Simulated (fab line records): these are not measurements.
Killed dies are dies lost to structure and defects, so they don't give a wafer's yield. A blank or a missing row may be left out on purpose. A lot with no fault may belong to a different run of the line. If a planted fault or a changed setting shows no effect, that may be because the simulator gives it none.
Split-lot experiment || flow gf180mcu || 23 wafers read across 5 lots, on a route 602 steps long

THE SPLIT
At GF_HV_LDD_IMPLANT_21, the setting energy_kev was moved away from the recipe's 25 on 8 of the 23 wafers read, by -6.5% to +8.6%. For the rest of the wafers, this setting stayed at what the recipe calls for.

The reading comes from the split's own step.

THE READING
implant.drp_nm (the simulator's own value, which no gauge read), in nm, at GF_HV_LDD_IMPLANT_21. The file gives no usual value for it.

{"wafer": "L079.2", "tool, chamber at the split": "implanter-03, 0", "energy_kev as run": 27.15, "against the recipe": "+8.6%", "implant.drp_nm, nm": 12.09, "against lot-mates on the recipe": "+0.68"}
{"wafer": "L079.3", "tool, chamber at the split": "implanter-03, 0", "energy_kev as run": 27.15, "against the recipe": "+8.6%", "implant.drp_nm, nm": 12.09, "against lot-mates on the recipe": "+0.68"}
{"wafer": "L079.4", "tool, chamber at the split": "implanter-03, 0", "energy_kev as run": 27.15, "against the recipe": "+8.6%", "implant.drp_nm, nm": 12.09, "against lot-mates on the recipe": "+0.68"}
{"wafer": "L079.5", "tool, chamber at the split": "implanter-03, 0", "energy_kev as run": 25, "against the recipe": "recipe", "implant.drp_nm, nm": 11.41, "against lot-mates on the recipe": "-"}
{"wafer": "L079.6", "tool, chamber at the split": "implanter-03, 0", "energy_kev as run": 25, "against the recipe": "recipe", "implant.drp_nm, nm": 11.41, "against lot-mates on the recipe": "-"}
{"wafer": "L080.2", "tool, chamber at the split": "implanter-03, 0", "energy_kev as run": 25, "against the recipe": "recipe", "implant.drp_nm, nm": 11.41, "against lot-mates on the recipe": "-"}
{"wafer": "L080.5", "tool, chamber at the split": "implanter-03, 0", "energy_kev as run": 25, "against the recipe": "recipe", "implant.drp_nm, nm": 11.41, "against lot-mates on the recipe": "-"}
{"wafer": "L080.6", "tool, chamber at the split": "implanter-03, 0", "energy_kev as run": 25, "against the recipe": "recipe", "implant.drp_nm, nm": 11.41, "against lot-mates on the recipe": "-"}
{"wafer": "L081.1", "tool, chamber at the split": "implanter-04, 0", "energy_kev as run": 25, "against the recipe": "recipe", "implant.drp_nm, nm": 11.41, "against lot-mates on the recipe": "-"}
{"wafer": "L081.2", "tool, chamber at the split": "implanter-04, 0", "energy_kev as run": 25, "against the recipe": "recipe", "implant.drp_nm, nm": 11.41, "against lot-mates on the recipe": "-"}
{"wafer": "L081.3", "tool, chamber at the split": "implanter-04, 0", "energy_kev as run": 23.37, "against the recipe": "-6.5%", "implant.drp_nm, nm": 10.88, "against lot-mates on the recipe": -0.53}
{"wafer": "L081.4", "tool, chamber at the split": "implanter-04, 0", "energy_kev as run": 23.37, "against the recipe": "-6.5%", "implant.drp_nm, nm": 10.88, "against lot-mates on the recipe": -0.53}
{"wafer": "L081.5", "tool, chamber at the split": "implanter-04, 0", "energy_kev as run": 23.37, "against the recipe": "-6.5%", "implant.drp_nm, nm": 10.88, "against lot-mates on the recipe": -0.53}
{"wafer": "L082.1", "tool, chamber at the split": "implanter-04, 0", "energy_kev as run": 25, "against the recipe": "recipe", "implant.drp_nm, nm": 11.41, "against lot-mates on the recipe": "-"}
{"wafer": "L082.2", "tool, chamber at the split": "implanter-04, 0", "energy_kev as run": 25, "against the recipe": "recipe", "implant.drp_nm, nm": 11.41, "against lot-mates on the recipe": "-"}
{"wafer": "L082.3", "tool, chamber at the split": "implanter-04, 0", "energy_kev as run": 25, "against the recipe": "recipe", "implant.drp_nm, nm": 11.41, "against lot-mates on the recipe": "-"}
{"wafer": "L082.5", "tool, chamber at the split": "implanter-04, 0", "energy_kev as run": 25, "against the recipe": "recipe", "implant.drp_nm, nm": 11.41, "against lot-mates on the recipe": "-"}
{"wafer": "L082.6", "tool, chamber at the split": "implanter-04, 0", "energy_kev as run": 25, "against the recipe": "recipe", "implant.drp_nm, nm": 11.41, "against lot-mates on the recipe": "-"}
{"wafer": "L084.1", "tool, chamber at the split": "implanter-01, 0", "energy_kev as run": 25, "against the recipe": "recipe", "implant.drp_nm, nm": 11.41, "against lot-mates on the recipe": "-"}
{"wafer": "L084.2", "tool, chamber at the split": "implanter-01, 0", "energy_kev as run": 25, "against the recipe": "recipe", "implant.drp_nm, nm": 11.41, "against lot-mates on the recipe": "-"}
{"wafer": "L084.6", "tool, chamber at the split": "implanter-01, 0", "energy_kev as run": 25, "against the recipe": "recipe", "implant.drp_nm, nm": 11.41, "against lot-mates on the recipe": "-"}
{"wafer": "L084.4", "tool, chamber at the split": "implanter-01, 0", "energy_kev as run": 23.43, "against the recipe": "-6.3%", "implant.drp_nm, nm": 10.9, "against lot-mates on the recipe": -0.51}
{"wafer": "L084.5", "tool, chamber at the split": "implanter-01, 0", "energy_kev as run": 23.43, "against the recipe": "-6.3%", "implant.drp_nm, nm": 10.9, "against lot-mates on the recipe": -0.51}

FIT RESULTS
A straight line over all 23 wafers: implant.drp_nm changes by +0.0801 nm for each +1% of energy_kev; r = +1.00; the points scatter about the line by 0.004 nm.
The same after taking each lot's own level away (the mean of its wafers on the recipe; 23 wafers): +0.0801 nm for each +1%; r = +1.00; scatter 0.004 nm.
That fit puts the effect of the largest move of energy_kev on the reading at 0.69 nm.
The lots' own levels span 11.410 to 11.410 nm.
So the lot-to-lot level changes the slope little: the two slopes agree.
Check: for one of the wafers moved furthest among these (+8.6%), held out of the fit, the line's prediction against its lot-mates is +0.688 nm. Against them it came out at +0.68 nm.

OTHER SPLITS APPLIED TO THESE WAFERS
Before the reading, these wafers also passed through other splits. Each is held against what the fit with the lots' levels taken away leaves over:
{"other split on the same wafers": "GF_STI_CVD_03 pressure_mtorr", "wafers away from the commonest value": 15, "r with implant.drp_nm (lot level and that fit taken away)": "+0.39"}
{"other split on the same wafers": "GF_NWELL_COAT_02 resist_thk_nm", "wafers away from the commonest value": 9, "r with implant.drp_nm (lot level and that fit taken away)": "+0.41"}
{"other split on the same wafers": "GF_NWELL_IMPLANT_08 energy_kev", "wafers away from the commonest value": 10, "r with implant.drp_nm (lot level and that fit taken away)": -0.19}
{"other split on the same wafers": "GF_LVPWELL_COAT_02 spin_rpm", "wafers away from the commonest value": 6, "r with implant.drp_nm (lot level and that fit taken away)": "+0.25"}
{"other split on the same wafers": "GF_LVPWELL_IMPLANT_09 dose_cm2", "wafers away from the commonest value": 8, "r with implant.drp_nm (lot level and that fit taken away)": "+0.02"}
{"other split on the same wafers": "GF_MVPSD_STRIP_10 pressure_mtorr", "wafers away from the commonest value": 18, "r with implant.drp_nm (lot level and that fit taken away)": -0.18}
{"other split on the same wafers": "GF_VT_IMPLANT_IMPLANT_08 dose_cm2", "wafers away from the commonest value": 8, "r with implant.drp_nm (lot level and that fit taken away)": -0.12}
{"other split on the same wafers": "GF_VT_IMPLANT_STRIP_31 pressure_mtorr", "wafers away from the commonest value": 10, "r with implant.drp_nm (lot level and that fit taken away)": "+0.44"}
{"other split on the same wafers": "GF_POLY_GATE_OXIDATION_16 temp_c", "wafers away from the commonest value": 5, "r with implant.drp_nm (lot level and that fit taken away)": "+0.34"}
{"other split on the same wafers": "GF_HV_LDD_DEVELOP_06 develop_time_s", "wafers away from the commonest value": 7, "r with implant.drp_nm (lot level and that fit taken away)": -0.44}
{"other split on the same wafers": "GF_HV_LDD_DEVELOP_18 dev_temp_c", "wafers away from the commonest value": 7, "r with implant.drp_nm (lot level and that fit taken away)": "+0.23"}

THE WHOLE CHAIN: every reading that the file lists as answering this split, in the file's order
{"step": "GF_HV_LDD_IMPLANT_21", "what it does": "", "reading": "implant.rp_nm (the simulator's own value, which no gauge read)", "change (the file's fit)": "+0.168 nm for each +1% of the setting", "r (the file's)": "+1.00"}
{"step": "GF_HV_LDD_IMPLANT_21", "what it does": "", "reading": "implant.drp_nm (the simulator's own value, which no gauge read)", "change (the file's fit)": "+0.0804 nm for each +1% of the setting", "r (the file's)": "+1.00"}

THE FILE'S OWN FIT
implant.drp_nm changes by +0.0804 nm for each +1% of energy_kev, r = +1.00.
